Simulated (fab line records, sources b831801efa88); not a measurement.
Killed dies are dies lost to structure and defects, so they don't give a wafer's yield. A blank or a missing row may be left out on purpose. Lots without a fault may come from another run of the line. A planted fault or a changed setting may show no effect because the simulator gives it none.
fab line records | flow sky130 | part 2 of 2: steps 30 to 40 of 40
record lots=5 wafers=15 last_day=51
route steps=708 shown VT_ADJUST_LVTN@112 VT_ADJUST_NCORE@119 VT_ADJUST_HVTR@131 VT_ADJUST_PCH@143
lots that met no fault: from a run of the same line without faults
start_h: hours from the record's first day to the start of the lot's first wafer shown | wait_h: hours since the lot's step before | " the same as in the row above | L1.1+2: a row that stands for several wafers | - no value, or no start given | * or withheld: withheld | < > ~ a bound
route shown NAME@n: a module of which the file shows steps, and the number in the route of the first | usual: mean/standard deviation of fault-free wafers | same: alike in all rows | chamber/n: place in a boat | sites: the reading at each site | _std_site: their standard deviation | _edge_site: outer sites' mean less inner sites' | radius_mm: how far each site lies from the wafer's centre | mask NAME#n: copy n | behind: the tool/chamber that last shaped the wafer | hold: why the lot was held/for how many hours/how that ended | device: the transistor (n, p or np) that didn't switch | end of line: the same wafers' tests at the end of the route | a step without rows: its recipe alone | killed: dies lost to structure and defects at the first sort, not the wafer's yield | map: a wafer's dies, x killed, . not, _ none there
set.NAME: the setting as run; set.NAME@STEP: as run at that earlier step | model.NAME: the simulator's own value behind a step, which no gauge read
lots at some steps of the route; a table a step, a row a wafer
services: from which hour (start_h, from the record's first day; less than 0 if before it) a tool's chamber was out of use, for how many hours, and why
## steps
# step SKY_VT_ADJUST_HVTR_STRIP_10
# recipe chemistry=O2/N2 power_w=1400 pressure_mtorr=1500 platen_temp_c=withheld o2_flow_sccm=3000 n2_flow_sccm=300 overash_fraction=0.5
# usual drypump_motor_current_A=5.5/0.56 oes_product_au=0.716/0.0045 strip_time_to_endpoint_s=14.18/0.037
# columns lot.wafer tool chamber start_h wait_h drypump_motor_current_A oes_product_au rf_hours_counter_h strip_time_to_endpoint_s
L074.3 plasma_asher-04 0 200.86 0.1 5.2 0.711 - 14.18
L074.5 " 1 " " 4.9 0.718 - 14.17
L074.6 " 0 " " 5.2 0.711 - 14.19
L084.1 plasma_asher-04 0 284.26 0.1 5.2 0.716 60 14.14
L084.2 " 1 " " 4.9 0.718 60 14.20
L084.5 " 0 " " 5.2 0.721 - 14.20
L091.2 plasma_asher-04 0 355.58 0.1 5.2 0.717 66 14.24
L091.3 " 0 " " 5.2 0.722 - 14.22
L091.5 " 0 " " 5.2 0.720 - 14.28
L092.3 plasma_asher-01 0 356.21 0.1 5.7 0.719 - 14.28
L092.4 " 1 " " 4.8 0.715 - 14.26
L092.5 " 0 " " 5.7 0.718 - 14.26
L095.1 plasma_asher-03 1 371.61 0.1 5.8 0.718 66 14.20
L095.2 " 0 " " 6.3 0.715 66 14.19
L095.3 " 0 " " 6.4 0.712 - 14.17
# step SKY_VT_ADJUST_HVTR_TW_MEAS_11
# usual VT_ADJUST_HVTR_TW=211.5/1.5
# columns lot.wafer tool chamber start_h wait_h VT_ADJUST_HVTR_TW
L074.3 film_metro-03 - 200.95 0.1 212.1
L074.5 " - " " 212.6
L074.6 " - " " 212.5
L084.1 film_metro-02 - 284.36 0.1 209.6
L084.2 " - " " 207.7
L084.5 " - " " 209.0
L091.2 film_metro-04 - 355.69 0.1 211.3
L091.3 " - " " 210.9
L091.5 " - " " 211.2
L092.3 film_metro-04 - 356.30 0.1 211.1
L092.4 " - " " 211.4
L092.5 " - " " 210.8
L095.1 film_metro-04 - 371.71 0.1 212.0
L095.2 " - " " 211.5
L095.3 " - " " 212.4
# step SKY_VT_ADJUST_PCH_DEHYDRATE_00
# recipe temp_c=200 time_s=60
# usual heater_power_total_W=160.37/0.13
# columns lot.wafer tool chamber start_h wait_h heater_power_total_W
L074.3 litho_track-02 0 211.42 10.5 160.52
L074.5 " 0 " " 160.32
L074.6 " 0 " " 160.20
L084.1 litho_track-02 0 295.92 11.6 160.37
L084.2 " 0 " " 160.33
L084.5 " 0 " " 160.31
L091.2 litho_track-04 0 368.86 13.2 160.50
L091.3 " 0 " " 160.14
L091.5 " 0 " " 160.56
L092.3 litho_track-02 0 369.67 13.4 160.47
L092.4 " 0 " " 160.56
L092.5 " 0 " " 160.52
L095.1 litho_track-04 0 385.88 14.2 160.35
L095.2 " 0 " " 160.28
L095.3 " 0 " " 160.52
# step SKY_VT_ADJUST_PCH_HMDS_01
# recipe prime_time_s=60 prime_temp_c=120
# columns lot.wafer tool chamber start_h wait_h
L074.3+5+6 litho_track-02 0 211.57 0.1
L084.1+2+5 litho_track-02 0 296.07 0.1
L091.2+3+5 litho_track-04 0 369.01 0.1
L092.3+4+5 litho_track-02 0 369.82 0.1
L095.1+2+3 litho_track-04 0 386.03 0.1
# step SKY_VT_ADJUST_PCH_COAT_02
# recipe spin_rpm=2000 resist_thk_nm=3000
# usual dispense_pressure_kPa=54.8/2.2
# columns lot.wafer tool chamber start_h wait_h dispense_pressure_kPa
L074.3 litho_track-02 0 211.72 0.1 51.6
L074.5 " 0 " " 51.5
L074.6 " 0 " " 51.6
L084.1 litho_track-02 0 296.22 0.1 51.6
L084.2 " 0 " " 51.6
L084.5 " 0 " " 51.6
L091.2 litho_track-04 0 369.16 0.1 56.2
L091.3 " 0 " " 56.2
L091.5 " 0 " " 56.2
L092.3 litho_track-02 0 369.97 0.1 51.6
L092.4 " 0 " " 51.6
L092.5 " 0 " " 51.6
L095.1 litho_track-04 0 386.18 0.1 56.2
L095.2 " 0 " " 56.2
L095.3 " 0 " " 56.2
# step SKY_VT_ADJUST_PCH_SOFTBAKE_03
# recipe temp_c=110 time_s=withheld
# usual heater_power_total_W=65.32/0.14
# columns lot.wafer tool chamber start_h wait_h heater_power_total_W
L074.3 litho_track-02 0 211.89 0.1 65.46
L074.5 " 0 " " 65.23
L074.6 " 0 " " 65.23
L084.1 litho_track-02 0 296.37 0.1 65.44
L084.2 " 0 " " 65.45
L084.5 " 0 " " 65.23
L091.2 litho_track-04 0 369.32 0.1 65.38
L091.3 " 0 " " 65.14
L091.5 " 0 " " 65.42
L092.3 litho_track-02 0 370.14 0.1 65.26
L092.4 " 0 " " 65.43
L092.5 " 0 " " 65.26
L095.1 litho_track-04 0 386.33 0.1 65.17
L095.2 " 0 " " 65.58
L095.3 " 0 " " 65.27
# step SKY_VT_ADJUST_PCH_EXPOSE_04
# recipe mask_id=NWM na=0.6 source_shape=conventional sigma_outer=0.6 polarization=unpolarized target_cd_nm=840 dose_mj=255
# columns lot.wafer tool chamber start_h wait_h mask
L074.3+5+6 iline_stepper-01 0 - - NWM#0
L084.1+2+5 iline_stepper-01 0 - - NWM#0
L091.2+3+5 iline_stepper-02 0 - - NWM#0
L092.3+4+5 iline_stepper-01 0 - - NWM#0
L095.1+2+3 iline_stepper-01 0 - - NWM#0
# step SKY_VT_ADJUST_PCH_PEB_05
# recipe temp_c=115 time_s=withheld
# usual heater_power_total_W=69.34/0.13
# columns lot.wafer tool chamber start_h wait_h heater_power_total_W
L074.3 litho_track-02 0 - - 69.32
L074.5 " 0 " " 69.52
L074.6 " 0 " " 69.29
L084.1 litho_track-01 0 - - 69.20
L084.2 " 0 " " 69.37
L084.5 " 0 " " 69.42
L091.2 litho_track-04 0 - - 69.51
L091.3 " 0 " " 69.10
L091.5 " 0 " " 69.20
L092.3 litho_track-02 0 - - 69.27
L092.4 " 0 " " 69.20
L092.5 " 0 " " 69.44
L095.1 litho_track-04 0 - - 69.45
L095.2 " 0 " " 69.19
L095.3 " 0 " " 69.35
# step SKY_VT_ADJUST_PCH_DEVELOP_06
# recipe wall_angle_deg=90 developer=TMAH develop_time_s=60 dev_temp_c=23
# same develop_time_s=60
# columns lot.wafer tool chamber start_h wait_h
L074.3+5+6 litho_track-02 0 - -
L084.1+2+5 litho_track-01 0 - -
L091.2+3+5 litho_track-04 0 - -
L092.3+4+5 litho_track-02 0 - -
L095.1+2+3 litho_track-04 0 - -
# step SKY_VT_ADJUST_PCH_OVL_MEAS_07
# usual VT_ADJUST_PCH_OVL=-1.1/1.5
# columns lot.wafer tool chamber start_h wait_h VT_ADJUST_PCH_OVL[nm]
L074.3 overlay-01 - 223.48 - -0.5
L074.5 " - " " -1.4
L074.6 " - " " 0.2
L084.1 overlay-01 - 309.73 - -2.0
L084.2 " - " " -1.8
L084.5 " - " " -2.3
L091.2 overlay-02 - 384.29 - 0.6
L091.3 " - " " -0.3
L091.5 " - " " 0.7
L092.3 overlay-02 - 384.93 - -2.4
L092.4 " - " " -2.8
L092.5 " - " " -3.2
L095.1 overlay-02 - 401.18 - -2.2
L095.2 " - " " -3.0
L095.3 " - " " -1.3
# step SKY_VT_ADJUST_PCH_IMPLANT_08
# recipe species=B energy_kev=10 dose_cm2=5e+11 tilt_deg=withheld
# usual end_station_pressure_torr=5e-06/2.8e-07
# columns lot.wafer tool chamber start_h wait_h end_station_pressure_torr
L074.3 implanter-01 0 223.56 0.1 5.24e-06
L074.5 " 0 " " 5.24e-06
L074.6 " 0 " " 4.93e-06
L084.1 implanter-03 0 309.76 0.0 5.03e-06
L084.2 " 0 " " 4.75e-06
L084.5 " 0 " " 5.03e-06
L091.2 implanter-01 0 384.35 0.0 4.81e-06
L091.3 " 0 " " 5.24e-06
L091.5 " 0 " " 5.34e-06
L092.3 implanter-02 0 385.01 0.1 5.24e-06
L092.4 " 0 " " 5.28e-06
L092.5 " 0 " " 5.26e-06
L095.1 implanter-01 0 401.22 0.0 4.78e-06
L095.2 " 0 " " 5.46e-06
L095.3 " 0 " " 5.01e-06
## services
# columns tool chamber start_h hours kind
iline_stepper-02 - 140.21 2.1 pm
implanter-03 - 141.47 2.1 repair
plasma_asher-02 - 143.17 2.8 pm
plasma_asher-02 - 150.65 0.6 repair
plasma_asher-04 - 154.32 3.3 repair
iline_stepper-01 - 164.44 15.0 repair
implanter-01 - 187.03 7.5 pm
implanter-01 - 194.48 3.1 pm
implanter-02 - 197.27 27.1 repair
implanter-02 - 197.61 2.2 repair
iline_stepper-02 - 218.76 1.7 pm
implanter-02 - 224.42 10.7 pm
plasma_asher-04 - 231.91 2.8 repair
iline_stepper-01 - 245.44 1.7 pm
plasma_asher-04 - 255.43 2.8 repair
implanter-03 - 257.49 1.1 repair
implanter-03 - 260.82 3.6 repair
iline_stepper-01 - 279.14 1.9 repair
plasma_asher-04 - 311.42 5.7 repair
plasma_asher-02 - 318.74 1.2 repair
implanter-03 - 330.43 5.0 pm
implanter-03 - 349.19 4.9 pm
implanter-01 - 365.25 1.5 repair
plasma_asher-02 - 395.60 0.8 repair
